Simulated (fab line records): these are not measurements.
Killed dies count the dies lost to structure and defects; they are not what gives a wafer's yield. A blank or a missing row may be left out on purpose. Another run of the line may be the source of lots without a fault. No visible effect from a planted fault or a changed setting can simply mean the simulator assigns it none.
fab line records | flow sky130 | part 2 of 2: steps 43 to 43 of 43
record lots=6 | wafers=18 | last_day=48
route steps=708 shown METAL3@557 VIA3@573 METAL4@598 PAD_OPEN@708
lots untouched by any fault: they come from a run of this same line in which no faults occurred
start_h: hours from the record's opening day to when the first of the lot's shown wafers began | wait_h: hours since the lot's step before | " the same as in the row above | L1.1+2: several wafers, shown together as one row | - either no value or no given start | * or withheld: withheld | < > ~ a bound
route shown NAME@n: NAME is a module with steps in the file, n the number in the route of the first one | usual: average and standard deviation across the fault-free wafers | same: alike in all rows | chamber/n: place in a boat | sites: per-site readings | _std_site: the standard deviation of these | _edge_site: mean of outer sites minus mean of inner sites | radius_mm: how far each site lies from the wafer's centre | mask NAME#n: copy n | behind: the tool/chamber that last shaped the wafer | hold: why the lot went on hold/how many hours it stayed there/how the hold came to an end | device: whichever transistor did not switch (one of n, p or np) | end of line: tests run on the same wafers once the route is complete | step lacking rows: just its recipe | killed: at the first sort, the dies lost to defects and structure; wafer yield is something else | map: per-die view of a wafer (x killed, . not killed, _ where there is no die)
set.NAME: the setting the step ran with; set.NAME@STEP: the setting that earlier step ran with | model.NAME: the simulator's own value behind a step, which no gauge read
a table for each step, a row for each wafer; lots at some steps of the route
services: the hour from which a tool's chamber was out of use, counted from the record's first day as start_h (under 0 if before that day), plus the number of hours and why
## steps
# step SKY_PAD_OPEN_PROBE_99
# usual defect_limited_yield=82.8/1.7 | killed_at_M0_to_M3=43/6.2 | killed_at_M4_up=2.8/1.7 | killed_at_contacts=24/4.8 | killed_at_front_end=15/4.3 | killed_at_other=0.3/0.55 | killed_dies=85/8.4 | killed_open=46/6.7 | killed_short=38/6.2 | sort_bin_3_pad_short=0.9/0.46 | sort_bin_5_function=10.2/1.3 | sort_bin_6_memory=6.1/0.9 | sort_n_pass=407/8.4 | sort_yield_pct=82.8/1.7
# same gross_dies=492 | killed_at_back_side=0 | sort_bin_4_leakage[%]=0 | sort_bin_8_speed[%]=0
lot.wafer | tool      | chamber | start_h | wait_h | hold                     | defect_limited_yield[%] | killed_at_M0_to_M3 | killed_at_M4_up | killed_at_contacts | killed_at_front_end | killed_at_other | killed_dies | killed_open | killed_short | sort_bin_3_pad_short[%] | sort_bin_5_function[%] | sort_bin_6_memory[%] | sort_n_pass | sort_yield_pct[%] | model.etest.tester.sort_n_pass | model.etest.tester.sort_yield_pct | model.etest.tester.sort_bin_5_pct | model.etest.tester.sort_bin_3_pct
L298.2    | prober-01 | -       | 1067.50 | 0.1    | -                        | 81.5                    | 49                 | 2               | 27                 | 13                  | 0               | 91          | 50          | 41           | 1.4                     | 11.4                   | 5.7                  | 401         | 81.5              | 401                            | 81.5                              | 11.38                             | 1.423
L298.3    | prober-01 | -       | 1067.55 | 0.2    | -                        | 85.4                    | 40                 | 1               | 20                 | 11                  | 0               | 72          | 44          | 28           | 0.8                     | 8.5                    | 5.3                  | 420         | 85.4              | 420                            | 85.37                             | 8.537                             | 0.813
L298.5    | prober-01 | -       | 1067.65 | 0.2    | -                        | 81.1                    | 45                 | 3               | 22                 | 23                  | 0               | 93          | 55          | 38           | 1.0                     | 10.2                   | 7.7                  | 399         | 81.1              | 399                            | 81.1                              | 10.16                             | 1.016
L301.2    | prober-02 | -       | 1089.30 | 0.1    | -                        | 82.9                    | 49                 | 1               | 20                 | 14                  | 0               | 84          | 37          | 47           | 0.4                     | 10.0                   | 6.7                  | 408         | 82.9              | 408                            | 82.93                             | 9.959                             | 0.4065
L301.3    | prober-02 | -       | 1089.35 | 0.2    | -                        | 83.3                    | 34                 | 3               | 29                 | 16                  | 0               | 82          | 50          | 32           | 1.8                     | 8.5                    | 6.3                  | 410         | 83.3              | 410                            | 83.33                             | 8.537                             | 1.829
L301.4    | prober-02 | -       | 1089.40 | 0.2    | -                        | 82.9                    | 35                 | 4               | 29                 | 16                  | 0               | 84          | 41          | 43           | 1.0                     | 9.3                    | 6.7                  | 408         | 82.9              | 408                            | 82.93                             | 9.35                              | 1.016
L305.1    | prober-02 | -       | 1113.63 | 0.1    | await_dispo/3.9h/release | 74.4                    | 94                 | 3               | 15                 | 14                  | 0               | 126         | 47          | 28           | 3.7                     | 16.7                   | 5.3                  | 366         | 74.4              | 366                            | 74.39                             | 16.67                             | 3.659
L305.2    | prober-02 | -       | 1113.68 | 0.1    | await_dispo/3.9h/release | 74.0                    | 93                 | 2               | 22                 | 10                  | 1               | 128         | 45          | 26           | 4.1                     | 14.0                   | 7.9                  | 364         | 74.0              | 364                            | 73.98                             | 14.02                             | 4.065
L305.6    | prober-02 | -       | 1113.88 | 0.2    | await_dispo/3.9h/release | 77.4                    | 83                 | 4               | 17                 | 7                   | 0               | 111         | 34          | 32           | 4.9                     | 11.6                   | 6.1                  | 381         | 77.4              | 381                            | 77.44                             | 11.59                             | 4.878
L307.1    | prober-02 | -       | 1125.41 | 0.1    | await_dispo/2.3h/release | 70.9                    | 101                | 6               | 19                 | 17                  | 0               | 143         | 48          | 34           | 4.1                     | 17.7                   | 7.3                  | 349         | 70.9              | 349                            | 70.94                             | 17.68                             | 4.065
L307.2    | prober-02 | -       | 1125.46 | 0.1    | await_dispo/2.3h/release | 73.8                    | 90                 | 2               | 22                 | 15                  | 0               | 129         | 39          | 38           | 3.0                     | 16.3                   | 6.9                  | 363         | 73.8              | 363                            | 73.78                             | 16.26                             | 3.049
L307.4    | prober-02 | -       | 1125.56 | 0.2    | await_dispo/2.3h/release | 70.1                    | 100                | 2               | 19                 | 26                  | 0               | 147         | 53          | 44           | 3.0                     | 18.5                   | 8.3                  | 345         | 70.1              | 345                            | 70.12                             | 18.5                              | 3.049
L312.4    | prober-01 | -       | 1147.34 | 0.2    | -                        | 82.1                    | 49                 | 5               | 24                 | 10                  | 0               | 88          | 48          | 40           | 1.0                     | 9.6                    | 7.3                  | 404         | 82.1              | 404                            | 82.11                             | 9.553                             | 1.016
L312.5    | prober-01 | -       | 1147.39 | 0.2    | -                        | 86.2                    | 33                 | 2               | 22                 | 11                  | 0               | 68          | 33          | 35           | 0.2                     | 8.3                    | 5.3                  | 424         | 86.2              | 424                            | 86.18                             | 8.333                             | 0.2033
L312.6    | prober-01 | -       | 1147.44 | 0.2    | -                        | 80.7                    | 46                 | 2               | 28                 | 19                  | 0               | 95          | 49          | 46           | 1.6                     | 11.2                   | 6.5                  | 397         | 80.7              | 397                            | 80.69                             | 11.18                             | 1.626
L313.2    | prober-02 | -       | 1156.50 | 0.1    | -                        | 80.5                    | 50                 | 1               | 28                 | 16                  | 1               | 96          | 54          | 42           | 1.0                     | 10.6                   | 7.9                  | 396         | 80.5              | 396                            | 80.49                             | 10.57                             | 1.016
L313.4    | prober-02 | -       | 1156.60 | 0.2    | -                        | 85.0                    | 37                 | 5               | 18                 | 14                  | 0               | 74          | 42          | 30           | 0.4                     | 9.3                    | 5.3                  | 418         | 85.0              | 418                            | 84.96                             | 9.35                              | 0.4065
L313.5    | prober-02 | -       | 1156.65 | 0.2    | -                        | 85.2                    | 35                 | 2               | 20                 | 16                  | 0               | 73          | 43          | 30           | 1.6                     | 7.3                    | 5.9                  | 419         | 85.2              | 419                            | 85.16                             | 7.317                             | 1.626
# killed by level:class
L298.2 VIA1:geometric_particle:open=13 CONTACT:geometric_particle:open=10 VIA1:geometric_particle:short=9 VIA3:geometric_particle:open=9 CONTACT:geometric_particle:short=7 FIELD_ISO:geometric_particle:short=4 VIA2:geometric_particle:open=4 LI_CONTACT:geometric_particle:open=4
L298.3 VIA1:geometric_particle:open=13 CONTACT:geometric_particle:open=8 VIA2:geometric_particle:open=5 FIELD_ISO:geometric_particle:open=4 LI_CONTACT:geometric_particle:open=4 METAL3:geometric_particle:short=4 CONTACT:geometric_particle:short=4 METAL2:geometric_particle:short=4
L298.5 VIA1:geometric_particle:open=9 VIA3:geometric_particle:open=8 LI_CONTACT:geometric_particle:open=7 CONTACT:geometric_particle:open=7 VIA2:geometric_particle:open=7 FIELD_ISO:geometric_particle:short=6 POLY_GATE:geometric_particle:open=6 METAL2:geometric_particle:short=6
L301.2 METAL2:geometric_particle:short=11 LI_CONTACT:geometric_particle:open=8 VIA1:geometric_particle:open=7 FIELD_ISO:geometric_particle:short=6 VIA3:geometric_particle:open=5 VIA2:geometric_particle:short=5 CONTACT:geometric_particle:short=5 METAL3:geometric_particle:short=5
L301.3 CONTACT:geometric_particle:open=13 VIA1:geometric_particle:open=8 LI_CONTACT:geometric_particle:open=7 LOCAL_INTERCONNECT:geometric_particle:short=6 VIA2:geometric_particle:open=5 POLY_GATE:geometric_particle:open=4 VIA1:geometric_particle:short=4 METAL1:geometric_particle:short=4
L301.4 LOCAL_INTERCONNECT:geometric_particle:short=9 LI_CONTACT:geometric_particle:open=8 VIA1:geometric_particle:open=8 CONTACT:geometric_particle:open=6 FIELD_ISO:geometric_particle:short=5 METAL2:geometric_particle:short=5 VIA3:geometric_particle:open=5 VIA2:geometric_particle:open=4
L305.1 METAL3:unspecified=51 VIA1:geometric_particle:open=18 VIA2:geometric_particle:open=8 METAL1:geometric_particle:short=6 CONTACT:geometric_particle:open=5 POLY_GATE:geometric_particle:open=4 POLY_GATE:geometric_particle:short=4 LI_CONTACT:geometric_particle:open=3
L305.2 METAL3:unspecified=57 VIA1:geometric_particle:open=10 LOCAL_INTERCONNECT:geometric_particle:short=7 VIA3:geometric_particle:open=7 VIA2:geometric_particle:open=6 CONTACT:geometric_particle:open=5 POLY_GATE:geometric_particle:open=4 CONTACT:geometric_particle:short=4
L305.6 METAL3:unspecified=44 CONTACT:geometric_particle:open=9 VIA1:geometric_particle:open=8 VIA3:geometric_particle:open=6 METAL1:geometric_particle:short=5 VIA1:geometric_particle:short=5 VIA3:geometric_particle:short=4 METAL2:geometric_particle:short=3
L307.1 METAL3:unspecified=61 VIA1:geometric_particle:open=13 VIA2:geometric_particle:open=11 CONTACT:geometric_particle:open=5 FIELD_ISO:geometric_particle:open=4 POLY_GATE:geometric_particle:open=4 LI_CONTACT:geometric_particle:open=4 LOCAL_INTERCONNECT:geometric_particle:short=4
L307.2 METAL3:unspecified=52 CONTACT:geometric_particle:open=9 FIELD_ISO:geometric_particle:short=6 VIA1:geometric_particle:open=6 METAL1:geometric_particle:short=6 VIA3:geometric_particle:short=6 LI_CONTACT:geometric_particle:open=5 VIA1:geometric_particle:short=4
L307.4 METAL3:unspecified=50 VIA1:geometric_particle:open=13 FIELD_ISO:geometric_particle:short=9 FIELD_ISO:geometric_particle:open=8 VIA3:geometric_particle:open=8 CONTACT:geometric_particle:open=8 CONTACT:geometric_particle:short=6 METAL2:geometric_particle:short=5
L312.4 VIA1:geometric_particle:open=11 METAL2:geometric_particle:short=8 CONTACT:geometric_particle:open=8 CONTACT:geometric_particle:short=6 VIA1:geometric_particle:short=6 VIA2:geometric_particle:open=6 VIA3:geometric_particle:open=6 LI_CONTACT:geometric_particle:open=4
L312.5 METAL2:geometric_particle:short=11 LI_CONTACT:geometric_particle:open=8 POLY_GATE:geometric_particle:open=5 CONTACT:geometric_particle:open=5 VIA1:geometric_particle:open=5 VIA3:geometric_particle:open=5 LI_CONTACT:geometric_particle:short=4 VIA1:geometric_particle:short=4
L312.6 METAL2:geometric_particle:short=11 CONTACT:geometric_particle:open=11 LI_CONTACT:geometric_particle:open=6 VIA2:geometric_particle:open=6 METAL2:geometric_particle:open=5 FIELD_ISO:geometric_particle:open=4 POLY_GATE:geometric_particle:short=4 LI_CONTACT:geometric_particle:short=4
L313.2 VIA1:geometric_particle:open=10 METAL2:geometric_particle:short=10 LI_CONTACT:geometric_particle:open=9 CONTACT:geometric_particle:open=8 VIA2:geometric_particle:open=6 VIA3:geometric_particle:open=6 CONTACT:geometric_particle:short=5 VIA1:geometric_particle:short=5
L313.4 VIA1:geometric_particle:open=11 CONTACT:geometric_particle:open=10 VIA3:geometric_particle:open=8 VIA1:geometric_particle:short=6 METAL2:geometric_particle:short=6 FIELD_ISO:geometric_particle:open=4 FIELD_ISO:geometric_particle:short=4 LI_CONTACT:geometric_particle:short=3
L313.5 CONTACT:geometric_particle:open=11 VIA1:geometric_particle:open=9 FIELD_ISO:geometric_particle:open=7 VIA1:geometric_particle:short=7 VIA2:geometric_particle:open=5 METAL1:geometric_particle:short=5 LI_CONTACT:geometric_particle:open=4 FIELD_ISO:geometric_particle:short=3
# map L305.2 (x killed, . not)
__________..xxxxxxxx_________
________..x.xxxxxxxx.x_______
______..x.xxxxxxxxxx.x.._____
_____.......xxxxxxxxx..xx____
____......x.xxxxxxxxx....x___
___....x....xxxxxxxxxx.....__
__....x...x..xx.xxx.x......._
_..x....xxx..x.xxx...........
_...x................x.......
_....x...x......x............
_..x.x.......x...............
_.x........xx.x.x.........x..
_...........................x
_....x......x............xx..
_x..x.....xx...x..x.x.x.x..x.
__...x....xx.....x..x......._
___............x.....x...x.__
____...x.....xx..x........___
_____......x......x......____
______x.x.x.......x....x_____
________.........x...._______
__________.........._________
# map L307.4 (x killed, . not)
__________.x..xx..xx_________
________xx..xx...x.x.x_______
______...x......x.xxxxxx_____
_____..x...........xxxxxx____
____.x..x.......xxxxxxxxxx___
___.x...x...x...xxxxxxxxxxx__
__.x.......x.x.x..xxxxxxxxxx_
_x....xxx....xx....xxxxxxx.xx
_x.x...........x...x..xxxxx..
_......x.........x...xx......
_....x........x...x.x...x....
_.....xx..x.x.....x.x....x...
_x.....x.........x.....xx....
_.......x............x...x..x
_.x...x.xx.x......x...xxx....
__.x......x..x...x....x.xxx._
___............x...........__
____xxxx.x.............x..___
_____....................____
______x.x.........xx...._____
________........x..x.._______
__________...x......_________
## services
tool            | chamber | start_h | hours | kind
rie_diel-02     | 0       | 876.60  | 14.4  | repair
rie_diel-02     | 3       | 896.88  | 4.8   | repair
cvd_w-02        | -       | 904.00  | 14.0  | pm
pvd_sputter-03  | -       | 907.18  | 6.7   | repair
rie_diel-02     | -       | 908.70  | 4.3   | pm
cmp-02          | -       | 912.17  | 4.0   | pm
cmp-02          | -       | 916.17  | -     | consumable_replace:conditioner
cmp-01          | -       | 934.40  | 6.5   | repair
cmp-01          | -       | 935.63  | 0.3   | repair
rie_diel-01     | 2       | 942.90  | 8.1   | repair
plasma_asher-03 | -       | 952.13  | 2.9   | repair
rie_diel-04     | -       | 968.93  | 0.8   | repair
cmp-02          | -       | 982.57  | 4.1   | pm
pvd_sputter-02  | -       | 983.12  | 1.3   | repair
pvd_sputter-03  | -       | 984.20  | 3.6   | repair
pvd_sputter-03  | -       | 986.73  | 3.8   | repair
cmp-01          | -       | 987.42  | 1.4   | repair
cmp-01          | -       | 991.57  | 3.6   | repair
cvd_w-01        | 0       | 994.19  | 4.7   | repair
cvd_w-01        | -       | 994.29  | 0.4   | repair
rie_diel-02     | -       | 998.52  | 15.6  | pm
rie_diel-02     | 3       | 1015.45 | 5.2   | repair
cvd_w-01        | -       | 1021.04 | 6.9   | pm
rie_diel-01     | 1       | 1028.03 | 23.8  | repair
## key
first_sign step=SKY_PAD_OPEN_PROBE_99 | reading=killed_at_M0_to_M3 | direction=up | sigmas=8.1 | usual=43 | struck=94
effect step=SKY_PAD_OPEN_PROBE_99 | reading=sort_bin_3_pad_short | direction=up | sigmas=6.2 | usual=0.9 | struck=3.8
model_effect step=SKY_PAD_OPEN_PROBE_99 | value=etest.tester.sort_n_pass | without=407.7 | struck=361.3
met_at SKY_METAL3_STRIP_19
struck_wafers L305.1,L305.2,L305.6,L307.1,L307.2,L307.4
onset_between 894.85 950.60
fault kind=chamber_particle_source | tool=plasma_asher-02 | chamber=- | onset_h=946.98 | steps=SKY_METAL3_STRIP_19 | rate_per_visit_cm2=1.395 | end_h=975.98
